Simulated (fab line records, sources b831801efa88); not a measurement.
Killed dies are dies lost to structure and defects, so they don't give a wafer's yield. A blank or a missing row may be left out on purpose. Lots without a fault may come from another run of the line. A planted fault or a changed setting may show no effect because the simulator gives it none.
One fault seen from 2 desks | flow gf180mcu | each desk has only its own numbers; what lay behind them comes last

THE TOOL OWNER'S DESK: lpcvd-02
The tool's own readings at GF_HV_LDD_CVD_56 (deposits Si3N4 from DCS/NH3, target thk 90 nm, time 1543 s): means of the sampled wafers that have a number, for each lot that ran on this tool. A lot is out of limits, marked OUT, if its mean lies more than 4 standard deviations from the usual mean; the brackets give that distance.
Columns: A = spike_tc_centre_C at GF_HV_LDD_CVD_56, usual 770.2 C; B = spike_tc_lower_C at GF_HV_LDD_CVD_56, usual 770.3 C; C = spike_tc_top_C at GF_HV_LDD_CVD_56, usual 780.8 C; D = spike_tc_upper_C at GF_HV_LDD_CVD_56, usual 770.9 C; E = susceptor_temp_C at GF_HV_LDD_CVD_56, usual 770.0 C; F = zone_power_lower_pct at GF_HV_LDD_CVD_56, usual 13.5 %
lot  | first seen here | A                | B                | C                | D                | E               | F
L305 | day 12 08:44    | 772.7            | 772.2            | 778.4            | 770.0            | 770.3           | 14.8
L306 | day 12 18:05    | 771.0            | 771.7            | 778.5            | 772.4            | 769.7           | 12.9
L310 | day 14 03:53    | 771.0            | 770.5            | 779.5            | 770.7            | 770.3           | 14.6
L313 | day 15 13:56    | 770.6            | 770.5            | 778.9            | 772.0            | 770.1           | 14.7
L318 | day 17 07:10    | 759.2 (-10) OUT  | 761.6 (-7.3) OUT | 768.4 (-5.2) OUT | 763.1 (-5.6) OUT | 760.0 (-28) OUT | 12.7
L317 | day 17 09:41    | 760.7 (-8.6) OUT | 761.2 (-7.6) OUT | 768.7 (-5.0) OUT | 762.0 (-6.4) OUT | 760.4 (-27) OUT | 12.7
L319 | day 17 16:34    | 759.4 (-9.8) OUT | 760.6 (-8.1) OUT | 769.1 (-4.9) OUT | 761.9 (-6.4) OUT | 759.8 (-28) OUT | 12.4
This desk's finding: out of limits on L317, L318, L319; first on L318, day 17 07:10 (spike_tc_centre_C at GF_HV_LDD_CVD_56). In limits: L305, L306, L310, L313.

THE METROLOGY DESK
What the gauges read, lot by lot, whatever tool the lot ran on: means of the sampled wafers that have a number. A lot is out of limits, marked OUT, if its mean lies more than 4 standard deviations from the usual mean; the brackets give that distance.
Columns: A = HV_LDD_CVD_56_THK at GF_HV_LDD_THK_MEAS_57, usual 89.8 nm; B = NSD_OVL at GF_NSD_OVL_MEAS_08, usual 0.0 nm; C = PSD_OVL at GF_PSD_OVL_MEAS_08, usual -0.5 nm
lot  | first seen here | A              | B    | C
L305 | day 12 10:53    | 89.1           | 0.1  | -0.3
L306 | day 12 20:15    | 90.5           | -0.3 | 0.0
L307 | day 13 03:49    | 90.1           | 0.3  | -0.3
L310 | day 14 05:19    | 90.4           | 2.0  | -2.2
L313 | day 15 15:22    | 89.1           | 0.1  | -1.9
L318 | day 17 08:36    | 73.8 (-20) OUT | 0.4  | -2.7
L317 | day 17 11:06    | 74.1 (-20) OUT | -2.0 | -0.9
L319 | day 17 17:59    | 72.9 (-21) OUT | 0.8  | -2.5
L320 | day 17 18:34    | 90.3           | -0.4 | -1.4
L324 | day 19 00:54    | 88.3           | 0.4  | 0.1
L327 | day 20 06:20    | 90.9           | 1.4  | 1.6
L328 | day 20 08:22    | 90.4           | 0.7  | -1.0
This desk's finding: out of limits on L317, L318, L319; first on L318, day 17 08:36 (HV_LDD_CVD_56_THK at GF_HV_LDD_THK_MEAS_57). In limits: L305, L306, L307, L310, L313, L320, L324, L327, L328.

PUT TOGETHER
The tool owner's desk could have raised an alarm at day 17 07:10, on L317, L318, L319.
The metrology desk could have raised an alarm at day 17 08:36, on L317, L318, L319.
Of the lots named, all ran GF_HV_LDD_CVD_56 on lpcvd-02.

WHAT THE SIMULATOR HAD PUT IN
Process parameter drift: lpcvd-02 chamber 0, from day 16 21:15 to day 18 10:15, at GF_HV_LDD_CVD_56. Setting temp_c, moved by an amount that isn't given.
Lots struck among those shown: L317, L318, L319.
Hours from the fault's start to each desk's first reading out of limits: the tool owner's desk, 10; the metrology desk, 11.
